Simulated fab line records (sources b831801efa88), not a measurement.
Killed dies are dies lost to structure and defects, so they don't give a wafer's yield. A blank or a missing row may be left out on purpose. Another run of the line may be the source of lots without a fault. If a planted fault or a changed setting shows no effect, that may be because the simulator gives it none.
Code-filled problem report in 8D (eight disciplines) form :: flow gf180mcu :: the parts of the form that need people (team, actions taken, sign-off) are left out

## 1. PROBLEM STATEMENT
At GF_V3_ETCH_17, bias-w averages 1322 W over 2 wafers from 2 lots, while fault-free wafers read 1200 W, standard deviation 3.7. Relative to the usual mean, that is a shift of +33 standard deviations.
The step: etches SiO2 in C4F8/O2/Ar, stops on TiN, target depth 635 nm.
The first sign was on wafer L141.4 at day 27 06:00, on rie-diel-04. At this step, 39 wafers from 13 lots have a number in the record. Rule for "out", or "out of limits": more than 4 standard deviations from the usual mean. All remaining wafers that have a number are taken as sound.

## 2. WHAT IT IS, AND WHAT IT ISN'T
question: which readings at this step
is: bias-w
is not: chamber-pressure-mTorr

question: which lots
is: L141, L142
is not: L127, L128, L129, L130, L131, L134, L135, L136, L137, L138, L140

question: which wafers of those lots
is: L141.4, L142.2
is not: L141.3, L141.5, L142.1, L142.3

question: read on which tools
is: rie-diel-04
is not: rie-diel-02, rie-diel-03

question: when
is: from day 27 06:00
is not: up to then (35 sound wafers); but 2 sound wafers of L142 came after

## 3. WHAT RULES OUT EACH SUSPECT
Counting: if a tool at a process step up to the reading ran every lot that is out, it stays a suspect. Sound lots after the first of them don't rule it out here, since some wafers of a struck lot are sound.
- rie-diel-04 at GF_V3_ETCH_17 (etches SiO2 in C4F8/O2/Ar, stops on TiN, target depth 635 nm): kept. It processed each lot that is out (first: L141, day 27 06:00); up to then, its last sound lot is L140 (day 26 20:00). Out on those wafers are its own readings of bias-w.
- rie-diel-04, GF_V3_ETCH_17: wafers that are out in chamber 3, sound lot-mates in chambers 0, 2.
The count leaves rie-diel-04 at GF_V3_ETCH_17.

## 4. THE CAUSE (what the simulator had put in)
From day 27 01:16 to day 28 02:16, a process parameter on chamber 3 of rie-diel-04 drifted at GF_V3_ETCH_17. The setting bias-w was moved by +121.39, starting from 1200. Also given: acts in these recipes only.
The count eliminated every tool but this one.

## 5. SEQUENCE OF EFFECTS, ordered by route
Rows list readings where the struck wafers' mean (over those with a number) sits beyond 3 standard deviations from the usual. Readings are gone through only where the record gives a usual standard deviation; hours: the median, over the lots, of the time from a lot's start at the first step in this table giving one to that lot's start at this step; sigmas: the change measured in usual standard deviations.
hours: 0
step: GF_V3_ETCH_17
reading: bias-w
usual: 1200 W
on struck wafers: 1322
change: +122
sigmas: +33
Here are the process steps it includes:
- GF_V3_ETCH_17: etches SiO2 in C4F8/O2/Ar, stops on TiN, target depth 635 nm.
At these later measuring or inspecting steps, every struck wafer for which the step has a row has a number for every such reading, and none has moved that far: GF_V3_RS_MEAS_24.

## 6. HOW IT WOULD HAVE BEEN CAUGHT EARLIER
The fault began at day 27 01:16; the first out-of-limits reading in this record came at day 27 06:00, 5 hours later.
